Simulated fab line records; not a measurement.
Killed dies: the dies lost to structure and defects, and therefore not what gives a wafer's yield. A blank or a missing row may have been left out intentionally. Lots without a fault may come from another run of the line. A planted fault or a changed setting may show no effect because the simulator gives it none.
Which tool was responsible? :: flow sky130 :: 13 lots, 39 wafers sampled, at 6 steps of a route of 708

## WHAT THE GAUGES SHOWED, per wafer
SKY_NWELL_OVL_MEAS_10.
lot: L713
measured: day 4 23:58
on: overlay-02
NWELL_00_OVL (nm): 1.3 -0.4 0.3

lot: L715
measured: day 5 14:43
on: overlay-02
NWELL_00_OVL (nm): -1.8 -0.8 -1.3

lot: L716
measured: day 5 21:04
on: overlay-02
NWELL_00_OVL (nm): 2.1 0.8 0.1

lot: L717
measured: day 6 02:20
on: overlay-01
NWELL_00_OVL (nm): -0.4 -2.0 -3.0

lot: L718
measured: day 6 06:55
on: overlay-02
NWELL_00_OVL (nm): - - -

lot: L719
measured: day 6 10:59
on: overlay-02
NWELL_00_OVL (nm): - - -

lot: L728
measured: day 8 14:28
on: overlay-02
NWELL_00_OVL (nm): 1.1 2.2 1.2

lot: L729
measured: day 8 23:19
on: overlay-02
NWELL_00_OVL (nm): 0.3 1.5 -0.9

lot: L730
measured: day 9 02:31
on: overlay-02
NWELL_00_OVL (nm): -0.8 -2.8 -1.9

lot: L731
measured: day 9 07:44
on: overlay-02
NWELL_00_OVL (nm): 2.3 0.7 1.7

lot: L732
measured: day 9 18:34
on: overlay-01
NWELL_00_OVL (nm): -0.4 0.2 0.0

lot: L734
measured: day 10 02:58
on: overlay-02
NWELL_00_OVL (nm): 0.4 1.2 -1.0

lot: L733
measured: day 10 03:05
on: overlay-01
NWELL_00_OVL (nm): -2.9 -2.6 -4.1

SKY_NWELL_TW_MEAS_26.
lot: L713
measured: day 5 19:09
on: film_metro-02
NWELL_2_TW: 491 492 494

lot: L715
measured: day 6 09:57
on: film_metro-02
NWELL_2_TW: 497 499 496

lot: L716
measured: day 6 16:25
on: film_metro-03
NWELL_2_TW: 502 503 502

lot: L717
measured: day 6 22:31
on: film_metro-01
NWELL_2_TW: 494 493 494

lot: L718
measured: day 7 02:40
on: film_metro-02
NWELL_2_TW: 1829 1830 1831

lot: L719
measured: day 7 07:16
on: film_metro-02
NWELL_2_TW: 1826 1831 1820

lot: L728
measured: day 9 12:01
on: film_metro-02
NWELL_2_TW: 493 496 496

lot: L729
measured: day 9 20:46
on: film_metro-01
NWELL_2_TW: 499 498 499

lot: L730
measured: day 10 00:03
on: film_metro-03
NWELL_2_TW: 502 502 501

lot: L731
measured: day 10 06:25
on: film_metro-02
NWELL_2_TW: 498 495 496

lot: L732
measured: day 10 17:30
on: film_metro-01
NWELL_2_TW: 494 495 494

lot: L734
measured: day 11 02:16
on: film_metro-01
NWELL_2_TW: 496 497 498

lot: L733
measured: day 11 03:01
on: film_metro-03
NWELL_2_TW: 501 501 498

SKY_VT_ADJUST_LVTN_TW_MEAS_21.
lot: L713
measured: day 8 07:48
on: film_metro-01
VT_ADJUST_LVTN_2_TW: 186.5 188.2 189.2

lot: L715
measured: day 8 22:54
on: film_metro-04
VT_ADJUST_LVTN_2_TW: 189.2 188.1 189.7

lot: L716
measured: day 9 05:03
on: film_metro-02
VT_ADJUST_LVTN_2_TW: 188.5 188.3 187.5

lot: L717
measured: day 9 12:18
on: film_metro-04
VT_ADJUST_LVTN_2_TW: 190.0 187.9 189.6

lot: L718
measured: day 9 17:06
on: film_metro-04
VT_ADJUST_LVTN_2_TW: 188.5 188.7 189.3

lot: L719
measured: day 9 21:22
on: film_metro-02
VT_ADJUST_LVTN_2_TW: 187.6 187.0 188.9

lot: L728
measured: day 12 10:27
on: film_metro-04
VT_ADJUST_LVTN_2_TW: 187.8 188.5 187.6

lot: L729
measured: day 12 18:50
on: film_metro-01
VT_ADJUST_LVTN_2_TW: 188.8 188.3 188.7

lot: L730
measured: day 12 22:36
on: film_metro-01
VT_ADJUST_LVTN_2_TW: 188.3 190.0 189.1

lot: L731
measured: day 13 05:11
on: film_metro-02
VT_ADJUST_LVTN_2_TW: 187.4 188.2 187.0

lot: L732
measured: day 13 18:56
on: film_metro-02
VT_ADJUST_LVTN_2_TW: 187.8 186.9 187.5

lot: L734
measured: day 14 04:03
on: film_metro-04
VT_ADJUST_LVTN_2_TW: 189.1 188.9 188.0

lot: L733
measured: day 14 05:40
on: film_metro-01
VT_ADJUST_LVTN_2_TW: 187.8 186.7 188.3

SKY_VT_ADJUST_HVTR_CD_MEAS_07 targets a cd of 380 nm.
lot: L713
measured: day 10 01:29
on: cd_sem-01
cd_nm (nm): 381.0 379.7 383.0

lot: L715
measured: day 10 18:14
on: cd_sem-01
cd_nm (nm): 380.3 378.6 378.1

lot: L716
measured: day 11 01:16
on: cd_sem-02
cd_nm (nm): 381.3 379.3 380.4

lot: L717
measured: day 11 10:08
on: cd_sem-01
cd_nm (nm): 381.6 381.4 385.0

lot: L718
measured: day 11 14:25
on: cd_sem-01
cd_nm (nm): 379.3 376.8 377.8

lot: L719
measured: day 11 18:46
on: cd_sem-01
cd_nm (nm): 384.5 380.4 382.3

lot: L728
measured: day 14 11:35
on: cd_sem-02
cd_nm (nm): 378.8 380.7 383.5

lot: L729
measured: day 14 21:29
on: cd_sem-02
cd_nm (nm): 377.9 375.4 376.4

lot: L730
measured: day 15 00:35
on: cd_sem-02
cd_nm (nm): 380.7 380.3 378.8

lot: L731
measured: day 15 08:28
on: cd_sem-02
cd_nm (nm): 382.0 383.9 382.4

lot: L732
measured: day 15 22:52
on: cd_sem-02
cd_nm (nm): 377.6 376.3 376.5

lot: L734
measured: day 16 09:02
on: cd_sem-01
cd_nm (nm): 381.7 380.6 381.0

lot: L733
measured: day 16 11:34
on: cd_sem-02
cd_nm (nm): 377.5 378.2 376.0

SKY_VT_ADJUST_PCH_OVL_MEAS_07.
lot: L713
measured: day 11 00:49
on: overlay-02
VT_ADJUST_PCH_OVL (nm): 0.8 0.4 0.8

lot: L715
measured: day 11 18:13
on: overlay-01
VT_ADJUST_PCH_OVL (nm): -1.6 -0.7 -0.3

lot: L716
measured: day 12 01:22
on: overlay-02
VT_ADJUST_PCH_OVL (nm): 1.4 1.9 0.6

lot: L717
measured: day 12 10:01
on: overlay-02
VT_ADJUST_PCH_OVL (nm): -0.9 -1.3 -0.7

lot: L718
measured: day 12 14:25
on: overlay-01
VT_ADJUST_PCH_OVL (nm): -1.7 -1.6 -1.9

lot: L719
measured: day 12 18:26
on: overlay-02
VT_ADJUST_PCH_OVL (nm): -2.0 -1.7 -1.3

lot: L728
measured: day 15 13:53
on: overlay-01
VT_ADJUST_PCH_OVL (nm): -0.6 1.1 0.3

lot: L729
measured: day 15 23:02
on: overlay-02
VT_ADJUST_PCH_OVL (nm): 0.2 -0.4 0.4

lot: L730
measured: day 16 01:26
on: overlay-01
VT_ADJUST_PCH_OVL (nm): -1.6 -2.1 -0.4

lot: L731
measured: day 16 12:22
on: overlay-01
VT_ADJUST_PCH_OVL (nm): -0.5 0.6 -1.0

lot: L732
measured: day 17 04:31
on: overlay-01
VT_ADJUST_PCH_OVL (nm): 0.8 -0.1 -0.3

lot: L734
measured: day 17 13:55
on: overlay-01
VT_ADJUST_PCH_OVL (nm): -1.8 -1.8 -1.8

lot: L733
measured: day 17 15:44
on: overlay-01
VT_ADJUST_PCH_OVL (nm): -0.9 -1.4 0.9

## WHICH TOOL RAN EACH LOT (tool, then ch and the chambers of the sampled wafers, then the start)
lot: L713
SKY_NWELL_COAT_05: litho_track-03 ch 0, day 4 15:19

lot: L715
SKY_NWELL_COAT_05: litho_track-01 ch 0, day 5 05:14

lot: L716
SKY_NWELL_COAT_05: litho_track-01 ch 0, day 5 11:35

lot: L717
SKY_NWELL_COAT_05: litho_track-01 ch 0, day 5 17:08

lot: L718
SKY_NWELL_COAT_05: litho_track-01, day 5 21:23

lot: L719
SKY_NWELL_COAT_05: litho_track-01, day 6 01:41

lot: L728
SKY_NWELL_COAT_05: litho_track-01 ch 0, day 8 04:18

lot: L729
SKY_NWELL_COAT_05: litho_track-01 ch 0, day 8 12:59

lot: L730
SKY_NWELL_COAT_05: litho_track-03 ch 0, day 8 15:52

lot: L731
SKY_NWELL_COAT_05: litho_track-03 ch 0, day 8 21:10

lot: L732
SKY_NWELL_COAT_05: litho_track-03 ch 0, day 9 07:25

lot: L734
SKY_NWELL_COAT_05: litho_track-03 ch 0, day 9 16:02

lot: L733
SKY_NWELL_COAT_05: litho_track-04 ch 0, day 9 16:07
- SKY_NWELL_COAT_05: resist thk 3000 nm.

## AS READ BY THE TOOLS THEMSELVES (means over the sampled wafers that have a number; for cases with no such wafer, the mark the record gives instead)
SKY_NWELL_COAT_05.
lot: L713
tool: litho_track-03
chill_plate_temp_C (C): 22.92
dispense_pressure_kPa (kPa): 44.3
exhaust_pa (Pa): 44.0

lot: L715
tool: litho_track-01
chill_plate_temp_C (C): 22.99
dispense_pressure_kPa (kPa): 46.3
exhaust_pa (Pa): 45.8

lot: L716
tool: litho_track-01
chill_plate_temp_C (C): 22.99
dispense_pressure_kPa (kPa): 46.3
exhaust_pa (Pa): 45.3

lot: L717
tool: litho_track-01
chill_plate_temp_C (C): 23.05
dispense_pressure_kPa (kPa): 46.3
exhaust_pa (Pa): 45.0

lot: L718
tool: litho_track-01
chill_plate_temp_C (C): -
dispense_pressure_kPa (kPa): -
exhaust_pa (Pa): -

lot: L719
tool: litho_track-01
chill_plate_temp_C (C): -
dispense_pressure_kPa (kPa): -
exhaust_pa (Pa): -

lot: L728
tool: litho_track-01
chill_plate_temp_C (C): 22.94
dispense_pressure_kPa (kPa): 46.4
exhaust_pa (Pa): 45.2

lot: L729
tool: litho_track-01
chill_plate_temp_C (C): 23.10
dispense_pressure_kPa (kPa): 46.3
exhaust_pa (Pa): 45.7

lot: L730
tool: litho_track-03
chill_plate_temp_C (C): 22.97
dispense_pressure_kPa (kPa): 44.3
exhaust_pa (Pa): 44.2

lot: L731
tool: litho_track-03
chill_plate_temp_C (C): 23.06
dispense_pressure_kPa (kPa): 44.3
exhaust_pa (Pa): 44.4

lot: L732
tool: litho_track-03
chill_plate_temp_C (C): 22.90
dispense_pressure_kPa (kPa): 44.3
exhaust_pa (Pa): 44.8

lot: L734
tool: litho_track-03
chill_plate_temp_C (C): 22.96
dispense_pressure_kPa (kPa): 44.3
exhaust_pa (Pa): 44.8

lot: L733
tool: litho_track-04
chill_plate_temp_C (C): 22.93
dispense_pressure_kPa (kPa): 47.0
exhaust_pa (Pa): 45.0

## THE ANSWER, worked out from the rows above alone
Rule: what is usual is taken from the lots themselves. Put in order of their means at a reading, lots are off if they are a third of the lots or fewer, leave a main group of 4 or more, and stand apart from it by a gap of 3 or more times the standard deviation of the main group's means; of several such gaps the widest counts. A main group whose means are all the same, to the digits that the tables above print for the reading, isn't used. A lot without any number at a reading at which 4 lots or more have one is off too. Any other lot the step has rows for is counted as sound. Order of review: gauges by route order, followed by the tools' own readings, for which a lot's mean as printed above is used. At the first step where some lot is off, the reading lying furthest off is the one used; lots without a number count as furthest.
Off: L718, L719, seen at SKY_NWELL_OVL_MEAS_10 (NWELL_00_OVL). Without a number there: L718, L719. Mean -0.3 nm and standard deviation 1.5 in the main group.
If a tool, at a process step before that reading, ran all the lots that are off and no sound lot after the first of them, it fits. The gauges at SKY_NWELL_OVL_MEAS_10 aren't tried: what is off there is off at SKY_NWELL_TW_MEAS_26 too, on other tools, and a gauge's error can't cause that. Not one of the candidates tried fits.

## WHAT WAS PUT IN BY THE SIMULATOR
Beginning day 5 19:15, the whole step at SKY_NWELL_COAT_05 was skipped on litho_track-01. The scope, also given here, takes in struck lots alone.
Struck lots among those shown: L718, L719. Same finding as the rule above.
